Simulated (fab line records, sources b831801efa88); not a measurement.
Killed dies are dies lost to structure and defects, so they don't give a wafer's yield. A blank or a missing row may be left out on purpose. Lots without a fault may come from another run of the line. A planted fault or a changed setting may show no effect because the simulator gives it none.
Which tool did it? | flow sky130 | 11 lots, 33 wafers sampled, at 5 steps of a route of 708

WHAT THE GAUGES READ, wafer by wafer
SKY_POLY_GATE_THK_MEAS_01. Usual: POLY_GATE_CVD_00_THK 180.8 nm, standard deviation 1.8.
lot  | measured     | on            | POLY_GATE_CVD_00_THK (nm) | flag
L696 | day 14 18:18 | film_metro-04 | 183.1 182.3 182.2         |
L699 | day 15 17:50 | film_metro-03 | 179.6 179.4 178.9         |
L700 | day 16 04:07 | film_metro-03 | 179.7 179.6 179.0         |
L701 | day 16 13:22 | film_metro-02 | 178.8 179.7 178.9         |
L705 | day 17 18:26 | film_metro-04 | 178.7 177.6 178.1         |
L708 | day 19 02:33 | film_metro-04 | 182.2 182.9 182.3         |
L709 | day 19 15:56 | film_metro-04 | 179.7 178.9 179.2         |
L712 | day 20 16:53 | film_metro-03 | 180.5 183.2 180.6         |
L715 | day 22 08:30 | film_metro-03 | 181.1 181.0 182.0         |
L716 | day 22 09:41 | film_metro-03 | 180.6 181.4 181.3         |
L717 | day 22 07:17 | film_metro-02 | 180.5 181.3 179.3         |

SKY_RES_PROTECT_TW_MEAS_08. Usual: POLY_GATE_TW 4053, standard deviation 30.
lot  | measured     | on            | POLY_GATE_TW   | flag
L696 | day 15 22:26 | film_metro-02 | 4057 4045 4042 |
L699 | day 16 22:44 | film_metro-03 | 4072 4053 4049 |
L700 | day 17 09:10 | film_metro-03 | 4037 4043 4030 |
L701 | day 17 18:05 | film_metro-03 | 4058 4057 4076 |
L705 | day 19 00:41 | film_metro-02 | 4068 4063 4094 |
L708 | day 20 09:29 | film_metro-01 | 3773 3765 3761 | OFF
L709 | day 20 23:24 | film_metro-03 | 3774 3776 3796 | OFF
L712 | day 22 00:01 | film_metro-02 | 4036 4068 4043 |
L715 | day 23 14:14 | film_metro-02 | 4100 4095 4109 |
L716 | day 23 15:25 | film_metro-02 | 4076 4063 4064 |
L717 | day 23 12:59 | film_metro-02 | 4071 4058 4084 |

WHICH TOOL RAN EACH LOT (tool, then ch and the chambers of the sampled wafers, then the start)
lot  | SKY_FIELD_ISO_ETCH_15             | SKY_POLY_GATE_IMPLANT_02        | SKY_RES_PROTECT_STRIP_07
L696 | rie_diel-01 ch 0,1,2, day 2 15:22 | implanter-01 ch 0, day 15 22:11 | plasma_asher-03 ch 0,1, day 15 22:20
L699 | rie_diel-04 ch 1,2,3, day 3 07:56 | implanter-02 ch 0, day 16 22:29 | plasma_asher-02 ch 0,1, day 16 22:38
L700 | rie_diel-03 ch 0,3, day 3 14:20   | implanter-02 ch 0, day 17 08:55 | plasma_asher-02 ch 0,1, day 17 09:04
L701 | rie_diel-04 ch 0,3, day 3 17:16   | implanter-01 ch 0, day 17 17:50 | plasma_asher-04 ch 0,1, day 17 17:59
L705 | rie_diel-04 ch 0,2, day 4 13:09   | implanter-01 ch 0, day 19 00:27 | plasma_asher-02 ch 0,1, day 19 00:35
L708 | rie_diel-03 ch 2,3, day 5 08:37   | implanter-01 ch 0, day 20 09:14 | plasma_asher-03 ch 1, day 20 09:23
L709 | rie_diel-04 ch 0,1, day 5 11:35   | implanter-01 ch 0, day 20 23:11 | plasma_asher-04 ch 0,1, day 20 23:19
L712 | rie_diel-01 ch 0,1,2, day 6 04:22 | implanter-04 ch 0, day 21 23:46 | plasma_asher-03 ch 0,1, day 21 23:55
L715 | rie_diel-03 ch 0,1, day 6 18:32   | implanter-01 ch 0, day 23 14:00 | plasma_asher-04 ch 0,1, day 23 14:08
L716 | rie_diel-03 ch 1,2,3, day 7 00:05 | implanter-02 ch 0, day 23 15:10 | plasma_asher-02 ch 0,1, day 23 15:19
L717 | rie_diel-01 ch 1,2, day 7 04:28   | implanter-02 ch 0, day 23 12:44 | plasma_asher-02 ch 0,1, day 23 12:53
- SKY_FIELD_ISO_ETCH_15: etches the open film in CHF3/O2, stops on Si, target depth 180 nm, time 72 s.
- SKY_POLY_GATE_IMPLANT_02
- SKY_RES_PROTECT_STRIP_07: strips in O2/N2.

WHAT THE TOOLS THEMSELVES READ (means of the sampled wafers that have a number; where no wafer has one, the mark that the record gives instead)
SKY_FIELD_ISO_ETCH_15. Usual: chf3_flow_sccm 50.02 sccm, standard deviation 0.15; drypump_motor_current_A 5.7 A, standard deviation 0.34; oes_product_au 0.944 a.u., standard deviation 0.0076; throttle_valve_pct 8.842 %, standard deviation 0.0092.
lot  | tool        | chf3_flow_sccm (sccm) | drypump_motor_current_A (A) | oes_product_au (a.u.) | throttle_valve_pct (%) | flag
L696 | rie_diel-01 | 50.00                 | 5.6                         | 0.947                 | 8.842                  |
L699 | rie_diel-04 | 50.08                 | 5.9                         | 0.943                 | 8.839                  |
L700 | rie_diel-03 | 49.97                 | 5.4                         | 0.936                 | 8.839                  |
L701 | rie_diel-04 | 50.00                 | 5.7                         | 0.947                 | 8.853                  |
L705 | rie_diel-04 | 50.20                 | 5.9                         | 0.936                 | 8.839                  |
L708 | rie_diel-03 | 50.04                 | 5.9                         | 0.948                 | 8.838                  |
L709 | rie_diel-04 | 49.97                 | 5.6                         | 0.945                 | 8.840                  |
L712 | rie_diel-01 | 49.99                 | 5.6                         | 0.945                 | 8.843                  |
L715 | rie_diel-03 | 49.81                 | 5.5                         | 0.942                 | 8.843                  |
L716 | rie_diel-03 | 50.05                 | 5.5                         | 0.953                 | 8.835                  |
L717 | rie_diel-01 | 49.98                 | 5.7                         | 0.940                 | 8.845                  |

SKY_POLY_GATE_IMPLANT_02. Usual: beam_on_s 37.1 s, standard deviation 2.5; dose_ions_cm2 7.699e+15, standard deviation 8.3e+12; tilt_deg 0.000 degrees, standard deviation 0.016.
lot  | tool         | beam_on_s (s) | dose_ions_cm2 | tilt_deg (degrees) | flag
L696 | implanter-01 | 37.8          | 7.709e+15     | -0.006             |
L699 | implanter-02 | 38.4          | 7.694e+15     | -0.022             |
L700 | implanter-02 | 38.1          | 7.710e+15     | -0.018             |
L701 | implanter-01 | 39.4          | 7.689e+15     | 0.002              |
L705 | implanter-01 | 39.2          | 7.698e+15     | -0.007             |
L708 | implanter-01 | 17.4          | 3.431e+15     | -0.007             | OFF
L709 | implanter-01 | 17.4          | 3.427e+15     | 0.001              | OFF
L712 | implanter-04 | 34.0          | 7.705e+15     | 0.006              |
L715 | implanter-01 | 39.4          | 7.703e+15     | 0.005              |
L716 | implanter-02 | 38.6          | 7.696e+15     | -0.010             |
L717 | implanter-02 | 38.0          | 7.696e+15     | 0.001              |

SKY_RES_PROTECT_STRIP_07. Usual: drypump_motor_current_A 5.6 A, standard deviation 0.58; oes_product_au 0.517 a.u., standard deviation 0.0045; strip_time_to_endpoint_s 23.30 s, standard deviation 0.041.
lot  | tool            | drypump_motor_current_A (A) | oes_product_au (a.u.) | strip_time_to_endpoint_s (s) | flag
L696 | plasma_asher-03 | 5.3                         | 0.519                 | 23.35                        |
L699 | plasma_asher-02 | 5.4                         | 0.518                 | 23.29                        |
L700 | plasma_asher-02 | 5.7                         | 0.517                 | 23.32                        |
L701 | plasma_asher-04 | 6.2                         | 0.513                 | 23.28                        |
L705 | plasma_asher-02 | 5.7                         | 0.518                 | 23.29                        |
L708 | plasma_asher-03 | 5.2                         | 0.565                 | 20.14                        | OFF
L709 | plasma_asher-04 | 6.2                         | 0.561                 | 20.07                        | OFF
L712 | plasma_asher-03 | 5.3                         | 0.516                 | 23.36                        |
L715 | plasma_asher-04 | 5.9                         | 0.519                 | 23.28                        |
L716 | plasma_asher-02 | 5.3                         | 0.513                 | 23.24                        |
L717 | plasma_asher-02 | 5.8                         | 0.511                 | 23.27                        |

THE ANSWER, worked out from the rows above alone
Rule: a lot is off if the mean of its wafers that have a number lies more than 3 standard deviations from the usual mean. A lot without any number at a reading at which 4 lots or more have one is off too. The other lots that the step has rows for count as sound. The gauges are gone through in route order, then the tools' own readings, and for those a lot's mean is taken as printed above. The first step at which some lot is off is used, and at that step the reading that is off furthest; a lot without a number counts as furthest.
Off: L708, L709, at SKY_RES_PROTECT_TW_MEAS_08 (POLY_GATE_TW).
A tool fits if, at a process step before that reading, it ran every lot that is off, and no sound lot after the first of them. The gauges at SKY_RES_PROTECT_TW_MEAS_08 aren't tried: what is off there is off at SKY_POLY_GATE_IMPLANT_02 too, on other tools, and a gauge's error can't cause that. None of those tried fits.

WHAT THE SIMULATOR HAD PUT IN
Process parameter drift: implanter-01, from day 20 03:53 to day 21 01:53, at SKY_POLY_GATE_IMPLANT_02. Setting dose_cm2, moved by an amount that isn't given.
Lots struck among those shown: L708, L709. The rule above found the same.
